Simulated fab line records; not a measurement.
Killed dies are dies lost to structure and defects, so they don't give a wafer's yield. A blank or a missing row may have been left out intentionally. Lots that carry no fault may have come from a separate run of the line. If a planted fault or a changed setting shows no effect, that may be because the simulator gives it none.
Which tool is to blame? -- flow sky130 -- Sampling: 13 lots, 39 wafers, 4 of 708 route steps

WHAT THE GAUGES SHOWED, per wafer
SKY_POLY_CUT_CD_MEAS_08: the cd target is 270 nm.
lot,measured,on,cdNm (nm)
L959,day 24 04:54,cdSem-02,270.7 272.5 271.0
L961,day 25 06:07,cdSem-01,268.3 267.4 269.3
L962,day 25 17:34,cdSem-02,270.7 269.9 269.4
L964,day 26 01:32,cdSem-01,271.2 270.8 271.7
L965,day 26 17:20,cdSem-01,267.0 268.3 268.9
L966,day 27 06:26,cdSem-01,270.9 270.3 269.7
L968,day 28 05:25,cdSem-01,269.1 271.2 270.4
L973,day 30 06:50,cdSem-01,269.3 270.4 269.4
L975,day 31 00:55,cdSem-01,270.0 268.5 269.6
L976,day 31 01:29,cdSem-01,271.9 271.8 271.0
L978,day 31 09:45,cdSem-01,270.7 270.7 270.0
L979,day 31 21:08,cdSem-01,268.1 267.5 269.3
L980,day 32 03:42,cdSem-02,269.8 271.4 270.6

SKY_POLY_CUT_OVL_MEAS_09.
lot,measured,on,POLY_CUT_OVL (nm)
L959,day 24 04:59,overlay-02,1 6 9
L961,day 25 06:11,overlay-01,1 12 4
L962,day 25 17:41,overlay-02,-1 -6 4
L964,day 26 01:39,overlay-02,3 -18 -4
L965,day 26 17:28,overlay-01,2 -6 -3
L966,day 27 06:32,overlay-01,-4 -5 0
L968,day 28 05:31,overlay-02,0 3 -1
L973,day 30 06:58,overlay-02,7 -8 3
L975,day 31 01:02,overlay-02,-5 9 -2
L976,day 31 01:37,overlay-01,-8 -3 2
L978,day 31 09:52,overlay-02,5 11 3
L979,day 31 21:16,overlay-02,1 6 13
L980,day 32 03:47,overlay-02,-6 2 -4

WHICH TOOL RAN EACH LOT (tool, then ch and the chambers of the sampled wafers, then the start)
lot,SKY_LDD_P_STRIP_10,SKY_LDD_LDN_IMPLANT_11
L959,"plasmaAsher-03 ch 0,1, day 18 23:17","implanter-02 ch 0, day 22 19:46"
L961,"plasmaAsher-04 ch 0,1, day 20 03:59","implanter-01 ch 0, day 23 23:30"
L962,"plasmaAsher-04 ch 0,1, day 20 15:43","implanter-01 ch 0, day 24 10:25"
L964,"plasmaAsher-04 ch 0,1, day 20 23:34","implanter-01 ch 0, day 24 18:07"
L965,"plasmaAsher-03 ch 0,1, day 21 14:28","implanter-01 ch 0, day 25 09:44"
L966,"plasmaAsher-03 ch 0,1, day 22 04:04","implanter-02 ch 0, day 25 22:18"
L968,"plasmaAsher-02 ch 0,1, day 23 05:08","implanter-01 ch 0, day 26 22:56"
L973,"plasmaAsher-04 ch 1, day 25 09:22","implanter-02 ch 0, day 29 01:07"
L975,"plasmaAsher-02 ch 0,1, day 26 03:37","implanter-02 ch 0, day 29 18:43"
L976,"plasmaAsher-04 ch 0,1, day 26 04:53","implanter-04 ch 0, day 29 20:13"
L978,"plasmaAsher-03 ch 0,1, day 26 13:35","implanter-01 ch 0, day 30 03:10"
L979,"plasmaAsher-04 ch 0,1, day 27 03:01","implanter-04 ch 0, day 30 16:04"
L980,"plasmaAsher-04 ch 0,1, day 27 10:35","implanter-04 ch 0, day 30 22:43"
- SKY_LDD_P_STRIP_10: strips in O2/N2.
- SKY_LDD_LDN_IMPLANT_11

AS READ BY THE TOOLS THEMSELVES (means over the sampled wafers that have a number; for cases with no such wafer, the mark the record gives instead)
SKY_LDD_P_STRIP_10.
lot,tool,drypumpMotorCurrentA (A),oesProductAu (a.u.),stripTimeToEndpointS (s)
L959,plasmaAsher-03,6.1,0.719,14.22
L961,plasmaAsher-04,5.7,0.715,14.18
L962,plasmaAsher-04,6.3,0.717,14.18
L964,plasmaAsher-04,5.7,0.716,14.27
L965,plasmaAsher-03,5.9,0.714,14.14
L966,plasmaAsher-03,6.1,0.715,14.20
L968,plasmaAsher-02,5.9,0.712,14.12
L973,plasmaAsher-04,6.7,0.714,14.11
L975,plasmaAsher-02,5.9,0.719,14.19
L976,plasmaAsher-04,6.2,0.722,14.16
L978,plasmaAsher-03,6.1,0.713,14.19
L979,plasmaAsher-04,6.2,0.713,14.17
L980,plasmaAsher-04,6.2,0.716,14.17

SKY_LDD_LDN_IMPLANT_11.
lot,tool,doseIonsCm2,faradayCurrentUA
L959,implanter-02,1.25e+13,70.9
L961,implanter-01,1.25e+13,69.8
L962,implanter-01,1.25e+13,70.0
L964,implanter-01,1.25e+13,70.8
L965,implanter-01,1.16e+13,65.1
L966,implanter-02,1.25e+13,70.8
L968,implanter-01,1.16e+13,66.2
L973,implanter-02,1.25e+13,69.6
L975,implanter-02,1.25e+13,70.1
L976,implanter-04,1.25e+13,70.8
L978,implanter-01,1.25e+13,71.4
L979,implanter-04,1.25e+13,70.4
L980,implanter-04,1.25e+13,72.2

THE ANSWER, worked out from the rows above alone
Rule: the usual values come from the lots themselves. Put in order of their means at a reading, lots are off if they are a third of the lots or fewer, leave a main group of 4 or more, and stand apart from it by a gap of 3 or more times the standard deviation of the main group's means; of several such gaps the widest counts. If all means in a main group match to the digits the tables above print for the reading, that group is not used. A lot without any number at a reading at which 4 lots or more have one is off too. Where the step has rows for the other lots, those lots are counted as sound. The gauges are gone through in route order, then the tools' own readings, and for those a lot's mean is taken as printed above. At the first step where some lot is off, the reading lying furthest off is the one used; lots without a number count as furthest.
Off, at SKY_LDD_LDN_IMPLANT_11 on faradayCurrentUA: L965, L968. Main group: mean 70.6, sd 0.72.
If a tool, at that step or one of the process steps before it, ran each lot that is off and ran no sound lot following the first of them, it fits. Of those tried, none fits.

WHAT WAS PUT IN BY THE SIMULATOR
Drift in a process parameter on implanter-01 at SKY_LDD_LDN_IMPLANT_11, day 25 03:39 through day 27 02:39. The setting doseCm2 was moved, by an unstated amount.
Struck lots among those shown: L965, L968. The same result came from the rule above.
